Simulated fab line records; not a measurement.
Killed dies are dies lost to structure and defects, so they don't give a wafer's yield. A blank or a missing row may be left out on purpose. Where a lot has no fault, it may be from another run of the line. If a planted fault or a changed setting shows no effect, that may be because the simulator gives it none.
Code-filled problem report in 8D (eight disciplines) form	flow sky130	the parts of the form that need people (team, actions taken, sign-off) are left out

1. WHAT WENT WRONG
Mean of killed_at_front_end at SKY_PAD_OPEN_PROBE_99: 54 across 4 wafers in 2 lots; on wafers with no fault it is 15 (standard deviation 4.6). Relative to the usual mean, that is a shift of +8.4 standard deviations.
Seen first at day 48 05:22 on prober-02, wafer L495.3. Wafers with a number at this step in the record: 6, from 2 lots. Rule for "out" (also "out of limits"): further than 4 standard deviations from the usual mean. Any other wafer with a number is counted as sound.

2. WHAT IT IS, WHAT IT ISN'T
question	is	is not
which readings at this step	killed_at_front_end	killed_at_M0_to_M3, killed_at_M4_up, killed_at_other, killed_open, killed_short
which lots	L495, L496	-
which wafers of those lots	L495.3, L495.5, L496.1, L496.4	L495.6, L496.2
read on which tools	prober-01, prober-02	-
when	from day 48 05:22	up to then (0 sound wafers); but 2 sound wafers of L495, L496 came after

3. WHAT RULES OUT EACH SUSPECT
Counting: a tool at a process step up to the reading stays a suspect if it ran every lot that is out. Sound lots after the first of them don't rule it out here, since some wafers of a struck lot are sound.
- plasma_asher-02 at SKY_SONOS_ONO_STRIP_17 (strips in O2/N2): kept. It ran every lot that is out, first L495 (day 15 23:26).
- The sound lot-mates ran in chamber 1 of plasma_asher-02 at SKY_SONOS_ONO_STRIP_17, but the wafers that are out ran in chamber 0.
After counting, what remains is plasma_asher-02 at SKY_SONOS_ONO_STRIP_17.

4. THE CAUSE (what the simulator had put in)
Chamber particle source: plasma_asher-02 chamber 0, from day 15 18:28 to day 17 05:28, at SKY_SONOS_ONO_STRIP_17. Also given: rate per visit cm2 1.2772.
After counting, this tool was the only one left.

5. SEQUENCE OF EFFECTS, ordered by route
Each row: a reading where the mean over the struck wafers with a number is more than 3 standard deviations away from the usual. Readings are gone through only where the record gives a usual standard deviation; hours: the median, over the lots, of the time from a lot's start at the first step in this table giving one to that lot's start at this step; sigmas: the change measured in usual standard deviations.
hours	step	reading	usual	on struck wafers	change	sigmas
0	SKY_PAD_OPEN_PROBE_99	killed_at_front_end	15	54	+39	+8.4
The process steps in it:
- SKY_PAD_OPEN_PROBE_99

6. WHAT WOULD HAVE CAUGHT IT SOONER
779 hours passed between the start of the fault at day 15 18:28 and the first reading out of limits in this record, taken at day 48 05:22.
Of the tool readings at SKY_SONOS_ONO_STRIP_17 for which the record gives a usual standard deviation, none was out on any struck wafer, so an alarm limit of 4 standard deviations on them would not have fired.
All the lots that are out (2) had begun SKY_SONOS_ONO_STRIP_17 on plasma_asher-02 by day 48 05:22. Tool hold at that time: it would have spared none of them.
